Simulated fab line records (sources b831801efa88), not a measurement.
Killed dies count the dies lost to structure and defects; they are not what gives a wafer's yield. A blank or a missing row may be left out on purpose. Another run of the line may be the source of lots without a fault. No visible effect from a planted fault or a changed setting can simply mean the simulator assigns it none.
Which tool did it? + flow sky130 + 12 lots, 35 wafers sampled, at 4 steps of a route of 708

WHAT THE GAUGES SHOWED, per wafer
SKY_VIA2_OVL_MEAS_13.
| lot  | measured     | on         | VIA2_OVL (nm) |
|------|--------------|------------|---------------|
| L971 | day 36 23:03 | overlay-01 | -1 6 4        |
| L972 | day 37 00:30 | overlay-01 | 1 6 5         |
| L973 | day 37 01:57 | overlay-02 | -6 -1 -3      |
| L977 | day 38 12:03 | overlay-02 | 1 -2 1        |
| L978 | day 38 21:16 | overlay-02 | 2 -2 -2       |
| L980 | day 39 10:19 | overlay-02 | -6 -2 2       |
| L981 | day 39 15:40 | overlay-02 | -7 -1         |
| L984 | day 40 12:07 | overlay-02 | -10 1 -5      |
| L986 | day 41 04:22 | overlay-01 | -2 -6 -4      |
| L990 | day 42 12:34 | overlay-01 | -4 2 -1       |
| L991 | day 43 04:03 | overlay-01 | -5 0 4        |
| L993 | day 43 19:01 | overlay-02 | 0 4 0         |

SKY_VIA2_RS_MEAS_22: measures by four-point-probe.
| lot  | measured     | on            | VIA2_W_RS (ohm/sq)   |
|------|--------------|---------------|----------------------|
| L971 | day 37 00:05 | film metro-03 | 0.2657 0.2623 0.2685 |
| L972 | day 37 01:53 | film metro-03 | 0.2644 0.2628 0.2633 |
| L973 | day 37 02:58 | film metro-03 | 0.2627 0.2609 0.2623 |
| L977 | day 38 12:59 | film metro-04 | 0.2635 0.2588 0.2642 |
| L978 | day 38 22:12 | film metro-04 | 0.2619 0.2610 0.2617 |
| L980 | day 39 11:15 | film metro-03 | 0.2585 0.2613 0.2590 |
| L981 | day 39 16:38 | film metro-02 | 0.2651 0.2658        |
| L984 | day 40 13:04 | film metro-02 | 0.2654 0.2647 0.2628 |
| L986 | day 41 05:18 | film metro-02 | 0.2653 0.2667 0.2657 |
| L990 | day 42 13:31 | film metro-03 | 0.2688 0.2645 0.2699 |
| L991 | day 43 04:58 | film metro-02 | 0.2618 0.2643 0.2650 |
| L993 | day 43 19:58 | film metro-04 | 0.2650 0.2617 0.2655 |

SKY_CAPM_OVL_MEAS_12.
| lot  | measured     | on         | CAPM_OVL (nm) |
|------|--------------|------------|---------------|
| L971 | day 38 01:56 | overlay-01 | 1.8 2.0 0.6   |
| L972 | day 38 03:32 | overlay-01 | -1.1 -0.5 0.8 |
| L973 | day 38 04:08 | overlay-01 | 2.8 0.2 2.5   |
| L977 | day 39 14:32 | overlay-02 | -0.2 1.2 1.1  |
| L978 | day 39 22:59 | overlay-01 | -1.2 2.5 -0.2 |
| L980 | day 40 12:47 | overlay-01 | -0.1 1.1 -1.5 |
| L981 | day 40 16:58 | overlay-02 | -1.6 -1.0     |
| L984 | day 41 13:05 | overlay-02 | 0.8 -1.1 -1.9 |
| L986 | day 42 05:36 | overlay-01 | 0.6 1.3 0.6   |
| L990 | day 43 13:18 | overlay-02 | -0.2 1.2 0.2  |
| L991 | day 44 04:26 | overlay-01 | 2.7 0.6 0.7   |
| L993 | day 44 18:51 | overlay-01 | 0.5 -1.3 -1.8 |

TOOL THAT RAN EACH LOT (tool first, then ch and the chambers of the sampled wafers, then the start)
| lot  | SKY_CAPM_COAT_07                  |
|------|-----------------------------------|
| L971 | litho track-03 ch 0, day 37 13:48 |
| L972 | litho track-04 ch 0, day 37 15:43 |
| L973 | litho track-02 ch 0, day 37 16:17 |
| L977 | litho track-02 ch 0, day 39 02:05 |
| L978 | litho track-03 ch 0, day 39 10:15 |
| L980 | litho track-02 ch 0, day 40 00:43 |
| L981 | litho track-03 ch 0, day 40 05:21 |
| L984 | litho track-04 ch 0, day 41 01:56 |
| L986 | litho track-03 ch 0, day 41 17:42 |
| L990 | litho track-02 ch 0, day 43 01:47 |
| L991 | litho track-04 ch 0, day 43 16:56 |
| L993 | litho track-03 ch 0, day 44 08:05 |
- SKY_CAPM_COAT_07: resist thk 1140 nm.

AS READ BY THE TOOLS THEMSELVES (means over the sampled wafers that have a number; for cases with no such wafer, the mark the record gives instead)
SKY_CAPM_COAT_07.
| lot  | tool           | spin speed rpm (rpm) |
|------|----------------|----------------------|
| L971 | litho track-03 | 3001.0               |
| L972 | litho track-04 | 2998.0               |
| L973 | litho track-02 | 3000.0               |
| L977 | litho track-02 | 3000.4               |
| L978 | litho track-03 | 3000.1               |
| L980 | litho track-02 | 3003.3               |
| L981 | litho track-03 | 3149.0               |
| L984 | litho track-04 | 2999.6               |
| L986 | litho track-03 | 3149.9               |
| L990 | litho track-02 | 3001.2               |
| L991 | litho track-04 | 2998.2               |
| L993 | litho track-03 | 2997.3               |

THE ANSWER, worked out from the rows above alone
Rule: what is usual is taken from the lots themselves. Put in order of their means at a reading, lots are off if they are a third of the lots or fewer, leave a main group of 4 or more, and stand apart from it by a gap of 3 or more times the standard deviation of the main group's means; of several such gaps the widest counts. The tables above print the reading to a certain number of digits; a main group whose means all agree to those digits is not used. A lot without any number at a reading at which 4 lots or more have one is off too. Where the step has rows for the other lots, those lots are counted as sound. After the gauges, taken in route order, come the tools' own readings; for these a lot's mean is taken, as printed above. The first step at which some lot is off is used, and at that step the reading that is off furthest; a lot without a number counts as furthest.
Off: L981, L986 (SKY_CAPM_COAT_07, spin speed rpm). Mean 2999.9 rpm and standard deviation 1.7 in the main group.
A tool fits if, at that step or a process step before it, it ran every lot that is off, and no sound lot after the first of them. No candidate that was tried fits.

WHAT THE SIMULATOR HAD INSERTED
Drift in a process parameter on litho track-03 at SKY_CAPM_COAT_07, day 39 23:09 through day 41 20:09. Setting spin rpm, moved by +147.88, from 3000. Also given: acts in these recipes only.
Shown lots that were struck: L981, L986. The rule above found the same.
